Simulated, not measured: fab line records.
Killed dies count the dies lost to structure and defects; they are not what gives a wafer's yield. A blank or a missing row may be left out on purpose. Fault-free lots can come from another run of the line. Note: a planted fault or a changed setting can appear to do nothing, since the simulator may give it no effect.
A struck lot beside a sound one    flow sky130    15 steps out of a route of 708
Sound: wafers L426.2, L426.3, L426.6. Struck: wafers L434.3, L434.4, L434.6. At the end, the cause is stated.
For every step that has rows: the tool of each side, followed by ch and its chambers, followed by its first start. Under that, the readings that differ: sound wafers    struck wafers    difference of the means    sigmas: that difference in standard deviations of wafers without a fault.
alike: words and numbers the same on both sides, and readings whose means are apart by under 2 such deviations; not compared: readings that were withheld, readings missing a value for some wafer, numbers with overlapping values and no deviation given by the record, and bounds like >300 which may hide the same value.
Wherever a step has rows on one side only, a row that says differs or no value, or a row with sigmas, the two part there. When numbers do not overlap yet have no deviation, they are printed without sigmas and do not part them. A reading that every wafer of one side lacks parts them only if that side has two wafers or more.

SKY_SONOS_ONO_THK_MEAS_05:
  sound on film-metro-02, day 11 15:51; struck on film-metro-03, day 14 11:02
  alike: SONOS_ONO_CVD_04_THK
then, 7 steps without rows for these wafers: SKY_SONOS_ONO_DEHYDRATE_06 (time 60 s); SKY_SONOS_ONO_HMDS_07 (prime time 60 s); SKY_SONOS_ONO_COAT_08 (resist thk 1140 nm); SKY_SONOS_ONO_SOFTBAKE_09 (time 60 s); SKY_SONOS_ONO_EXPOSE_10 (exposes mask ONOM, target cd 410 nm); SKY_SONOS_ONO_PEB_11; SKY_SONOS_ONO_DEVELOP_12 (develop time 60 s).
SKY_SONOS_ONO_CD_MEAS_13 targets a cd of 410 nm.
  sound on cd-sem-01, day 12 17:58; struck on cd-sem-02, day 15 15:17
  alike: cd-nm
SKY_SONOS_ONO_OVL_MEAS_14:
  sound on overlay-01, day 12 18:04; struck on overlay-02, day 15 15:23
  alike: SONOS_ONO_OVL
SKY_SONOS_ONO_ETCH_15: etches the open film in CHF3/O2, target depth 19.52 nm, time 7.8 s.
  sound on rie-diel-02 ch 0,2, day 12 18:06; struck on rie-diel-02 ch 0,1,3, day 15 15:24
  alike: drypump-motor-current-A, oes-product-au, throttle-valve-pct
  not compared: rf-hours-counter-h
then, 1 step without rows for these wafers: SKY_SONOS_ONO_WET_ETCH_16 (etches SiO2 in dHF, target depth 14 nm, time 280 s).
SKY_SONOS_ONO_STRIP_17: strips in O2/N2.
  sound on plasma-asher-01 ch 0,1, day 12 18:13; struck on plasma-asher-02 ch 0,1, day 15 15:32
reading                                         sound              struck             difference                     sigmas
oes-product-au (a.u.)                           0.707 0.705 0.707  0.933 0.921 0.922  +0.219                         +48
strip-time-to-endpoint-s (s)                    14.03 14.01 14.02  - - -              no value on the struck wafers  
model.NOVOLAK_of_SONOS_ONO_COAT_08.thk-nm (nm)  0 0 0              360.8 359.5 361.1  +360.5                         
  alike: drypump-motor-current-A
  not compared: rf-hours-counter-h
then, 1 step without rows for these wafers: SKY_SONOS_ONO_WET_ETCH_18 (etches Si3N4 in H3PO4, target depth 15 nm, time 172 s).
-- here the record skips 34 days between the struck wafers' starts before and after, leaving off in module SONOS_ONO and picking up in module PAD_OPEN (first step shown: number 708 of the route) --
SKY_PAD_OPEN_PROBE_99:
  sound on prober-02, day 47 10:28; struck on prober-02, day 49 13:33
reading              sound     struck       difference  sigmas
killed-at-front-end  13 10 10  431 436 424  +419        +93
killed-dies          77 78 81  492 492 492  +413        +44
killed-on-rim        11 20 17  96 96 96     +80         +22
  alike: killed_at_M0_to_M3, killed_at_M4_up, killed-at-contacts, killed-at-other, killed-open, killed-short

## WHERE THEY PART
At SKY_SONOS_ONO_STRIP_17 first; at SKY_PAD_OPEN_PROBE_99 last (within this record only).

WHY: the cause the simulator had injected
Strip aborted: plasma-asher-02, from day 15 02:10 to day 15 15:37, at SKY_SONOS_ONO_STRIP_17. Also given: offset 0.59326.
